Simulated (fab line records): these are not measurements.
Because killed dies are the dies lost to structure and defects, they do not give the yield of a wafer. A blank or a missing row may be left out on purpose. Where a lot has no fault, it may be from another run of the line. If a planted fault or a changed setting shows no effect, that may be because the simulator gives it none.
What tool caused it? + flow sky130 + 28 wafers from 10 lots sampled at 5 of the route's 708 steps

## WHAT THE GAUGES READ, wafer by wafer
SKY_VIA3_RS_MEAS_22: a four-point-probe measurement.
| lot  | measured     | on            | VIA3_W_RS (ohm/sq) |
|------|--------------|---------------|--------------------|
| L514 | day 39 20:26 | film metro-03 | 0.298 0.295 0.303  |
| L515 | day 41 17:48 | film metro-01 | 0.283 0.298 0.298  |
| L517 | day 41 17:53 | film metro-02 | 0.297 0.301 0.301  |
| L519 | day 41 19:32 | film metro-03 | 0.298 0.297 0.294  |
| L520 | day 41 20:43 | film metro-02 | 0.281 0.279 0.293  |
| L518 | day 41 22:28 | film metro-03 | 0.294 0.282 0.280  |
| L523 | day 42 11:05 | film metro-03 | 0.296 0.297 0.298  |
| L533 | day 45 06:23 | film metro-03 | 0.201 0.297        |
| L532 | day 45 09:52 | film metro-02 | 0.199 0.295        |
| L534 | day 45 11:02 | film metro-01 | 0.287 0.283 0.283  |

## EACH LOT AND THE TOOL THAT RAN IT (in order: tool; ch and the chambers of the sampled wafers; start)
| lot  | SKY_VIA1_ETCH_15                   | SKY_VIA1_STRIP_16                    | SKY_METAL2_DESCUM_17              | SKY_VIA3_CVD_21               |
|------|------------------------------------|--------------------------------------|-----------------------------------|-------------------------------|
| L514 | rie diel-04 ch 0,1,3, day 34 01:20 | plasma asher-04 ch 0,1, day 34 01:23 | rie metal-03 ch 0,1, day 35 06:05 | cvd w-01 ch 0,1, day 39 20:19 |
| L515 | rie diel-02 ch 1,2,3, day 36 02:53 | plasma asher-02 ch 0,1, day 36 02:58 | rie metal-03 ch 1, day 37 06:44   | cvd w-02 ch 0,1, day 41 17:41 |
| L517 | rie diel-01 ch 0,1,3, day 36 03:50 | plasma asher-04 ch 0,1, day 36 03:53 | rie metal-02 ch 0,1, day 37 07:17 | cvd w-01 ch 0,1, day 41 17:45 |
| L519 | rie diel-01 ch 1,2, day 36 05:20   | plasma asher-04 ch 0,1, day 36 05:23 | rie metal-04 ch 0,1, day 37 09:02 | cvd w-01 ch 0,1, day 41 19:24 |
| L520 | rie diel-02 ch 1,2, day 36 06:38   | plasma asher-03 ch 0,1, day 36 06:41 | rie metal-02 ch 0,1, day 37 10:29 | cvd w-02 ch 0,1, day 41 20:34 |
| L518 | rie diel-02 ch 1,3, day 36 08:23   | plasma asher-04 ch 0,1, day 36 08:28 | rie metal-04 ch 0,1, day 37 12:19 | cvd w-02 ch 0,1, day 41 22:21 |
| L523 | rie diel-02 ch 1,2,3, day 36 23:22 | plasma asher-04 ch 0,1, day 36 23:25 | rie metal-02 ch 0,1, day 38 03:24 | cvd w-01 ch 0,1, day 42 10:58 |
| L533 | rie diel-01 ch 1,3, day 40 03:59   | plasma asher-02 ch 1, day 40 04:02   | rie metal-03 ch 0,1, day 41 06:41 | cvd w-01 ch 1, day 45 06:16   |
| L532 | rie diel-04 ch 2, day 40 05:16     | plasma asher-04 ch 0, day 40 05:19   | rie metal-04 ch 0,1, day 41 07:57 | cvd w-01 ch 0, day 45 09:45   |
| L534 | rie diel-02 ch 0,1,3, day 40 06:44 | plasma asher-02 ch 0,1, day 40 06:47 | rie metal-04 ch 0,1, day 41 09:26 | cvd w-02 ch 1, day 45 10:54   |
- SKY_VIA1_ETCH_15: etches SiO2 in C4F8/O2/Ar, stops on TiN, target depth 351 nm, time 54 s.
- SKY_VIA1_STRIP_16: strips in O2/N2.
- SKY_METAL2_DESCUM_17: chemistry O2, time 8 s.
- SKY_VIA3_CVD_21: deposits W, target thk 390 nm, time 117.31 s.

## THE ANSWER, worked out from the rows above alone
Rule: the usual values come from the lots themselves. The widest of any qualifying gaps counts: lots, ordered by their means at a reading, are off when they make up no more than a third of the lots, leave a main group of 4 or more, and stand apart from it by 3 or more times the standard deviation of that group's means. Not used: any main group whose means are identical at the precision the tables above print for the reading. Also off: a lot with no number at a reading for which 4 or more lots have one. The other lots that the step has rows for count as sound.
Off: L533, L532, seen at SKY_VIA3_RS_MEAS_22 (VIA3_W_RS). The main group has a mean of 0.292 ohm/sq with a standard deviation of 0.0062.
A tool fits if, at a process step before that reading, it ran every lot that is off, and no sound lot after the first of them. Gauges at SKY_VIA3_RS_MEAS_22: tried the same way as those tools. One candidate fits, namely cvd w-01 at SKY_VIA3_CVD_21. A fault onset in the window from L523 (day 42 10:58, its last sound lot) to L533 (day 45 06:16, its first lot off) fits.

## WHAT HAD BEEN PUT IN BY THE SIMULATOR
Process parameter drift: cvd w-01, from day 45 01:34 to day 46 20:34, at SKY_VIA3_CVD_21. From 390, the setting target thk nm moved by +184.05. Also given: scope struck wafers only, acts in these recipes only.
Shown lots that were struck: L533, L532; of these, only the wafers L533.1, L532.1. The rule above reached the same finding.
